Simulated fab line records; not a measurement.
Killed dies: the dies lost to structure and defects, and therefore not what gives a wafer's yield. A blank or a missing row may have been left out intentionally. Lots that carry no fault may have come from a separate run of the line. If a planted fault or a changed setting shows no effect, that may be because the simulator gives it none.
The tool behind it: which one?    flow sky130    Sampling: 24 lots, 72 wafers, 3 of 708 route steps

WHAT THE GAUGES SHOWED, per wafer
SKY_POLY_CUT_OVL_MEAS_09.
lot   measured      on          POLY_CUT_OVL (nm)
L074  day 24 11:40  overlay-01  3 -5 -3
L075  day 24 23:51  overlay-02  0 -4 -4
L077  day 25 21:56  overlay-01  -6 -6 -1
L076  day 26 02:01  overlay-02  8 1 11
L078  day 26 12:00  overlay-01  0 0 3
L079  day 26 13:33  overlay-02  -5 0 -4
L080  day 26 21:34  overlay-02  10 14 13
L081  day 27 11:13  overlay-02  -8 -7 -14
L082  day 27 22:46  overlay-01  -2 -8 0
L083  day 28 05:11  overlay-01  4 -1 -3
L084  day 28 12:13  overlay-01  -1 0 -2
L085  day 29 04:22  overlay-02  -9 -4 -11
L086  day 29 07:58  overlay-01  -6 -11 -6
L087  day 29 14:39  overlay-02  -5 -6 -2
L088  day 29 23:37  overlay-02  -1 7 1
L089  day 30 05:38  overlay-02  2 3 0
L090  day 30 16:16  overlay-02  2 4 5
L091  day 30 21:49  overlay-02  -3 -1 3
L092  day 31 07:30  overlay-02  -7 -6 -3
L093  day 31 10:34  overlay-01  -5 1 -1
L094  day 31 17:48  overlay-02  4 0 0
L095  day 31 22:46  overlay-02  1 7 1
L096  day 32 06:22  overlay-01  -6 0 -9
L097  day 32 22:49  overlay-02  -4 -6 0

SKY_METAL1_CD_MEAS_15: target cd 140 nm.
lot   measured      on         cd nm (nm)
L074  day 33 00:05  cd sem-01  141.4 143.0 142.3
L075  day 33 09:05  cd sem-01  139.4 142.0 139.0
L077  day 34 03:58  cd sem-02  139.6 140.6 139.7
L076  day 34 10:00  cd sem-01  139.9 139.0 139.2
L078  day 34 16:11  cd sem-01  141.1 142.7 142.0
L079  day 34 17:23  cd sem-01  141.0 141.2 141.5
L080  day 35 01:31  cd sem-01  141.6 141.6 141.4
L081  day 35 11:24  cd sem-02  141.3 139.8 142.9
L082  day 36 00:17  cd sem-01  141.2 141.4 139.3
L083  day 36 05:59  cd sem-02  142.1 142.5 141.8
L084  day 36 13:12  cd sem-01  138.2 139.7 140.5
L085  day 37 01:13  cd sem-01  139.2 140.3 138.7
L086  day 37 06:16  cd sem-02  142.2 141.8 143.4
L087  day 37 11:50  cd sem-02  140.2 139.6 140.4
L088  day 37 20:01  cd sem-01  142.7 143.6 142.6
L089  day 38 02:16  cd sem-01  139.7 138.6 139.0
L090  day 38 11:42  cd sem-02  139.8 142.2 141.1
L091  day 38 16:28  cd sem-02  139.9 138.7 140.4
L092  day 38 23:50  cd sem-01  141.4 141.2 139.5
L093  day 39 02:05  cd sem-01  137.9 137.3 138.2
L094  day 39 07:59  cd sem-02  140.7 141.1 141.5
L095  day 39 14:55  cd sem-02  141.0 140.1 142.2
L096  day 39 19:56  cd sem-01  140.0 140.7 140.4
L097  day 40 11:23  cd sem-01  138.7 139.9 138.6

WHICH TOOL RAN EACH LOT (tool, then ch and the chambers of the sampled wafers, then the start)
lot   SKY_METAL1_SPUTTER_04
L074  pvd sputter-04, day 31 21:43
L075  pvd sputter-04, day 32 06:52
L077  pvd sputter-02, day 33 03:28
L076  pvd sputter-04, day 33 09:05
L078  pvd sputter-02, day 33 16:53
L079  pvd sputter-03, day 33 17:29
L080  pvd sputter-02, day 34 01:39
L081  pvd sputter-04, day 34 11:52
L082  pvd sputter-03, day 34 22:16
L083  pvd sputter-04, day 35 04:16
L084  pvd sputter-02, day 35 11:16
L085  pvd sputter-04, day 35 23:31
L086  pvd sputter-02, day 36 03:57
L087  pvd sputter-04, day 36 09:44
L088  pvd sputter-03, day 36 18:19
L089  pvd sputter-02, day 37 00:25
L090  pvd sputter-03, day 37 09:58
L091  pvd sputter-02, day 37 15:06
L092  pvd sputter-03, day 37 21:52
L093  pvd sputter-02, day 38 00:59
L094  pvd sputter-02, day 38 07:10
L095  pvd sputter-04, day 38 14:16
L096  pvd sputter-04, day 38 18:29
L097  pvd sputter-02, day 39 10:01
- SKY_METAL1_SPUTTER_04: material TiN, target thk 70 nm, time 58.3 s.

AS READ BY THE TOOLS THEMSELVES (means over the sampled wafers that have a number; for cases with no such wafer, the mark the record gives instead)
SKY_METAL1_SPUTTER_04.
lot   tool            throttle valve pct (%)
L074  pvd sputter-04  29.5
L075  pvd sputter-04  29.2
L077  pvd sputter-02  30.6
L076  pvd sputter-04  29.2
L078  pvd sputter-02  29.8
L079  pvd sputter-03  28.7
L080  pvd sputter-02  30.3
L081  pvd sputter-04  29.5
L082  pvd sputter-03  28.5
L083  pvd sputter-04  29.2
L084  pvd sputter-02  30.5
L085  pvd sputter-04  29.3
L086  pvd sputter-02  29.8
L087  pvd sputter-04  29.7
L088  pvd sputter-03  29.6
L089  pvd sputter-02  30.9
L090  pvd sputter-03  29.7
L091  pvd sputter-02  30.6
L092  pvd sputter-03  30.6
L093  pvd sputter-02  30.7
L094  pvd sputter-02  30.2
L095  pvd sputter-04  29.3
L096  pvd sputter-04  29.3
L097  pvd sputter-02  31.2

THE ANSWER, worked out from the rows above alone
Rule: the lots themselves supply what counts as usual. The widest of any qualifying gaps counts: lots, ordered by their means at a reading, are off when they make up no more than a third of the lots, leave a main group of 4 or more, and stand apart from it by 3 or more times the standard deviation of that group's means. A main group is skipped when, at the precision printed for the reading in the tables above, its means are all equal. A lot without any number at a reading at which 4 lots or more have one is off too. Any other lot the step has rows for is counted as sound. After the gauges, taken in route order, come the tools' own readings; for these a lot's mean is taken, as printed above. The first step at which some lot is off is used, and at that step the reading that is off furthest; a lot without a number counts as furthest.
No lot is off at any reading shown: from this, nothing can be told.

WHAT THE SIMULATOR HAD PUT IN
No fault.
